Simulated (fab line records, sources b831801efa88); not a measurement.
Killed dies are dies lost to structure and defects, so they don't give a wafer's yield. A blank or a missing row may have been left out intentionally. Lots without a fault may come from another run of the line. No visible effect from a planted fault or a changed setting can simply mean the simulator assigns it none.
Which tool was responsible? / flow sky130 / Sampling: 10 lots, 30 wafers, 3 of 708 route steps

WHAT THE GAUGES SHOWED, per wafer
SKY_METAL1_CD_MEAS_15 targets a cd of 140 nm.
lot=L417; measured=day 33 17:37; on=cd_sem-01; cd_nm (nm)=141.8 142.8 142.4
lot=L418; measured=day 33 19:13; on=cd_sem-02; cd_nm (nm)=140.1 138.1 137.8
lot=L420; measured=day 34 12:28; on=cd_sem-02; cd_nm (nm)=141.4 141.3 140.5
lot=L422; measured=day 35 09:23; on=cd_sem-01; cd_nm (nm)=139.0 140.9 139.3
lot=L424; measured=day 35 16:22; on=cd_sem-02; cd_nm (nm)=142.9 142.8 140.5
lot=L425; measured=day 36 02:25; on=cd_sem-01; cd_nm (nm)=138.9 137.7 137.8
lot=L432; measured=day 38 03:58; on=cd_sem-02; cd_nm (nm)=138.3 138.3 138.5
lot=L433; measured=day 38 04:58; on=cd_sem-02; cd_nm (nm)=139.4 139.4 140.2
lot=L437; measured=day 39 14:01; on=cd_sem-02; cd_nm (nm)=140.4 140.6 140.5
lot=L438; measured=day 39 19:37; on=cd_sem-02; cd_nm (nm)=141.8 140.4 141.0

TOOL THAT RAN EACH LOT (tool first, then ch and the chambers of the sampled wafers, then the start)
lot=L417; SKY_CONTACT_ETCH_17=rie_diel-02 ch 1,2,3, day 32 13:05; SKY_CONTACT_STRIP_19=plasma_asher-01 ch 0,1, day 32 13:13
lot=L418; SKY_CONTACT_ETCH_17=rie_diel-02 ch 2,3, day 32 15:08; SKY_CONTACT_STRIP_19=plasma_asher-04 ch 0,1, day 32 15:14
lot=L420; SKY_CONTACT_ETCH_17=rie_diel-02 ch 0,1, day 33 08:43; SKY_CONTACT_STRIP_19=plasma_asher-01 ch 0,1, day 33 08:50
lot=L422; SKY_CONTACT_ETCH_17=rie_diel-01 ch 0,3, day 34 05:02; SKY_CONTACT_STRIP_19=plasma_asher-01 ch 0,1, day 34 05:08
lot=L424; SKY_CONTACT_ETCH_17=rie_diel-02 ch 0,2, day 34 12:23; SKY_CONTACT_STRIP_19=plasma_asher-02 ch 0,1, day 34 12:29
lot=L425; SKY_CONTACT_ETCH_17=rie_diel-04 ch 0,2, day 34 22:34; SKY_CONTACT_STRIP_19=plasma_asher-04 ch 0,1, day 34 22:41
lot=L432; SKY_CONTACT_ETCH_17=rie_diel-02 ch 1,2,3, day 37 00:08; SKY_CONTACT_STRIP_19=plasma_asher-04 ch 0,1, day 37 00:14
lot=L433; SKY_CONTACT_ETCH_17=rie_diel-04 ch 1,2,3, day 37 01:26; SKY_CONTACT_STRIP_19=plasma_asher-01 ch 0,1, day 37 01:32
lot=L437; SKY_CONTACT_ETCH_17=rie_diel-04 ch 0,2,3, day 38 11:56; SKY_CONTACT_STRIP_19=plasma_asher-01 ch 0,1, day 38 12:04
lot=L438; SKY_CONTACT_ETCH_17=rie_diel-02 ch 0,2,3, day 38 17:28; SKY_CONTACT_STRIP_19=plasma_asher-01 ch 0,1, day 38 17:34
- SKY_CONTACT_ETCH_17: etches SiO2 in C4F8/O2/Ar, stops on Si3N4, target depth 340 nm.
- SKY_CONTACT_STRIP_19: strips in O2/N2.

THE ANSWER, worked out from the rows above alone
Rule: the usual values come from the lots themselves. The widest of any qualifying gaps counts: lots, ordered by their means at a reading, are off when they make up no more than a third of the lots, leave a main group of 4 or more, and stand apart from it by 3 or more times the standard deviation of that group's means. A main group whose means are all the same, to the digits that the tables above print for the reading, isn't used. Also off: a lot with no number at a reading for which 4 or more lots have one. The other lots that the step has rows for count as sound.
Across all readings shown, no lot is off: no conclusion can be drawn from this.

WHAT THE SIMULATOR HAD PUT IN
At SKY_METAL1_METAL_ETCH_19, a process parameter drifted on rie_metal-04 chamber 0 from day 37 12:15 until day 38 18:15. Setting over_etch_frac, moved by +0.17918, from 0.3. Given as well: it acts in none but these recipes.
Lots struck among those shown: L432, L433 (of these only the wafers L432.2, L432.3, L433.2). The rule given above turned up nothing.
